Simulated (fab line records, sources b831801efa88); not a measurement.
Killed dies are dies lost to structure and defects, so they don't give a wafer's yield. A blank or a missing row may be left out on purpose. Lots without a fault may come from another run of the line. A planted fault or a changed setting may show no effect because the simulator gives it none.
Which tool did it? | flow sky130 | 12 lots, 36 wafers sampled, at 5 steps of a route of 708

WHAT THE GAUGES READ, wafer by wafer
SKY_NWELL_OVL_MEAS_23. Usual: NWELL_01_OVL 0.8 nm, standard deviation 1.2.
lot  | measured     | on         | NWELL_01_OVL (nm)    | flag
L451 | day 5 07:32  | overlay-01 | 0.2 -0.5 -0.8        |
L452 | day 5 14:59  | overlay-01 | -1.2 0.3 2.7         |
L453 | day 5 23:12  | overlay-01 | 0.5 1.4 0.0          |
L454 | day 6 02:41  | overlay-02 | 2.2 0.8 1.4          |
L455 | day 6 08:17  | overlay-02 | 1.3 0.1 1.1          |
L456 | day 6 12:56  | overlay-02 | 2.3 2.5 2.9          |
L461 | day 7 21:02  | overlay-01 | -109.9 -109.6 -109.3 | OFF
L463 | day 8 06:34  | overlay-01 | 0.7 2.6 1.4          |
L465 | day 8 19:13  | overlay-02 | -110.0 -109.1 -110.2 | OFF
L469 | day 9 17:59  | overlay-01 | 1.3 1.7 0.6          |
L471 | day 10 11:31 | overlay-02 | 1.2 0.4 1.9          |
L472 | day 10 15:14 | overlay-02 | -0.2 -0.1 -0.1       |

SKY_VT_ADJUST_HVTP_OVL_MEAS_08. Usual: VT_ADJUST_HVTP_OVL -0.3 nm, standard deviation 1.3.
lot  | measured     | on         | VT_ADJUST_HVTP_OVL (nm) | flag
L451 | day 6 02:28  | overlay-01 | 0.0 1.5 -0.1            |
L452 | day 6 10:43  | overlay-01 | -3.5 -1.5 -1.8          |
L453 | day 6 18:11  | overlay-01 | -1.5 -1.9 -0.3          |
L454 | day 6 22:48  | overlay-01 | -1.5 -2.7 -1.7          |
L455 | day 7 03:33  | overlay-01 | 0.1 0.3 0.2             |
L456 | day 7 08:52  | overlay-02 | 0.1 -0.4 0.3            |
L461 | day 8 17:04  | overlay-01 | 1.0 2.6 0.8             |
L463 | day 9 03:16  | overlay-01 | -1.3 -1.1 -2.0          |
L465 | day 9 16:52  | overlay-01 | -2.2 0.3 -3.4           |
L469 | day 10 17:45 | overlay-01 | 1.6 0.6 -0.9            |
L471 | day 11 11:04 | overlay-02 | 0.3 1.8 -0.4            |
L472 | day 11 15:13 | overlay-02 | -0.2 -1.6 -1.5          |

WHICH TOOL RAN EACH LOT (tool, then ch and the chambers of the sampled wafers, then the start)
lot  | SKY_FIELD_ISO_ETCH_17           | SKY_NWELL_EXPOSE_20                 | SKY_NWELL_RTA_28
L451 | rie_si-02 ch 0,1,3, day 2 05:43 | iline_stepper-02 ch 0, day 4 23:17  | rtp_anneal-01 ch 0, day 5 07:59
L452 | rie_si-02 ch 2,3, day 2 10:45   | iline_stepper-02 ch 0, day 5 05:46  | rtp_anneal-01 ch 0, day 5 15:23
L453 | rie_si-01 ch 2,3, day 2 16:43   | iline_stepper-02 ch 0, day 5 14:05  | rtp_anneal-01 ch 0, day 5 23:38
L454 | rie_si-02 ch 0,1,3, day 2 21:00 | iline_stepper-02 ch 0, day 5 17:34  | rtp_anneal-01 ch 0, day 6 03:05
L455 | rie_si-02 ch 1,2,3, day 3 03:37 | iline_stepper-02 ch 0, day 5 23:35  | rtp_anneal-02 ch 0, day 6 08:41
L456 | rie_si-01 ch 1,2,3, day 3 07:18 | iline_stepper-02 ch 0, day 6 03:32  | rtp_anneal-01 ch 0, day 6 13:20
L461 | rie_si-02 ch 1,2,3, day 4 09:29 | iline_stepper-01 ch 0, day 7 11:09  | rtp_anneal-02 ch 0, day 7 21:27
L463 | rie_si-01 ch 0,1,2, day 4 18:18 | iline_stepper-02 ch 0, day 7 21:26  | rtp_anneal-02 ch 0, day 8 06:58
L465 | rie_si-01 ch 1,2,3, day 5 05:26 | iline_stepper-01 ch 0, day 8 09:23  | rtp_anneal-02 ch 0, day 8 19:37
L469 | rie_si-01 ch 0,3, day 6 02:32   | iline_stepper-02 ch 0, day 9 07:23  | rtp_anneal-02 ch 0, day 9 18:22
L471 | rie_si-02 ch 0,2,3, day 6 12:53 | iline_stepper-02 ch 0, day 10 00:47 | rtp_anneal-02 ch 0, day 10 11:55
L472 | rie_si-02 ch 0,1,3, day 6 18:04 | iline_stepper-02 ch 0, day 10 04:02 | rtp_anneal-01 ch 0, day 10 15:38
- SKY_FIELD_ISO_ETCH_17: etches Si in HBr/Cl2/O2, target depth 342 nm, time 97.7 s.
- SKY_NWELL_EXPOSE_20: exposes mask NWM COMPLEMENT, target cd 840 nm.
- SKY_NWELL_RTA_28: time 30 s.

WHAT THE TOOLS THEMSELVES READ (means of the sampled wafers that have a number; where no wafer has one, the mark that the record gives instead)
SKY_FIELD_ISO_ETCH_17. Usual: drypump_motor_current_A 6.0 A, standard deviation 0.41; he_backside_leak_sccm 2.72 sccm, standard deviation 0.25; oes_product_au 1.001 a.u., standard deviation 0.013; throttle_valve_pct 25.656 %, standard deviation 0.013.
lot  | tool      | drypump_motor_current_A (A) | he_backside_leak_sccm (sccm) | oes_product_au (a.u.) | throttle_valve_pct (%) | flag
L451 | rie_si-02 | 6.4                         | 2.55                         | 1.008                 | 25.654                 |
L452 | rie_si-02 | 5.9                         | 2.63                         | 0.993                 | 25.665                 |
L453 | rie_si-01 | 6.0                         | 2.93                         | 1.000                 | 25.659                 |
L454 | rie_si-02 | 6.4                         | 2.68                         | 1.003                 | 25.656                 |
L455 | rie_si-02 | 6.1                         | 2.61                         | 1.005                 | 25.651                 |
L456 | rie_si-01 | 5.7                         | 2.91                         | 1.001                 | 25.653                 |
L461 | rie_si-02 | 6.1                         | 2.65                         | 1.011                 | 25.656                 |
L463 | rie_si-01 | 5.6                         | 2.92                         | 1.004                 | 25.655                 |
L465 | rie_si-01 | 5.7                         | 2.88                         | 0.998                 | 25.652                 |
L469 | rie_si-01 | 5.8                         | 2.78                         | 0.974                 | 25.676                 |
L471 | rie_si-02 | 6.2                         | 2.72                         | 0.995                 | 25.655                 |
L472 | rie_si-02 | 6.4                         | 2.61                         | 1.002                 | 25.644                 |

SKY_NWELL_RTA_28. Usual: lamp_power_pct 25.30 %, standard deviation 0.051; wafer_temp_C_max 1054.8, standard deviation 0.97.
lot  | tool          | lamp_power_pct (%) | wafer_temp_C_max | flag
L451 | rtp_anneal-01 | 25.30              | 1054.1           |
L452 | rtp_anneal-01 | 25.31              | 1055.4           |
L453 | rtp_anneal-01 | 25.33              | 1055.2           |
L454 | rtp_anneal-01 | 25.36              | 1055.0           |
L455 | rtp_anneal-02 | 25.31              | 1054.8           |
L456 | rtp_anneal-01 | 25.31              | 1055.0           |
L461 | rtp_anneal-02 | 25.34              | 1055.3           |
L463 | rtp_anneal-02 | 25.32              | 1054.4           |
L465 | rtp_anneal-02 | 25.32              | 1054.9           |
L469 | rtp_anneal-02 | 25.27              | 1054.6           |
L471 | rtp_anneal-02 | 25.38              | 1054.9           |
L472 | rtp_anneal-01 | 25.33              | 1054.8           |

THE ANSWER, worked out from the rows above alone
Rule: a lot is off if the mean of its wafers that have a number lies more than 3 standard deviations from the usual mean. A lot without any number at a reading at which 4 lots or more have one is off too. The other lots that the step has rows for count as sound. The gauges are gone through in route order, then the tools' own readings, and for those a lot's mean is taken as printed above. The first step at which some lot is off is used, and at that step the reading that is off furthest; a lot without a number counts as furthest.
Off: L461, L465, at SKY_NWELL_OVL_MEAS_23 (NWELL_01_OVL).
A tool fits if, at a process step before that reading, it ran every lot that is off, and no sound lot after the first of them. The gauges at SKY_NWELL_OVL_MEAS_23 are tried like those tools. One fits: iline_stepper-01 at SKY_NWELL_EXPOSE_20. It ran no sound lot before its first lot that is off in this sample, so the start can't be narrowed down.

WHAT THE SIMULATOR HAD PUT IN
Scanner matching overlay: iline_stepper-01, from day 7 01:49 on, at SKY_NWELL_EXPOSE_20. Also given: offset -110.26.
Lots struck among those shown: L461, L465. The rule above found the same.
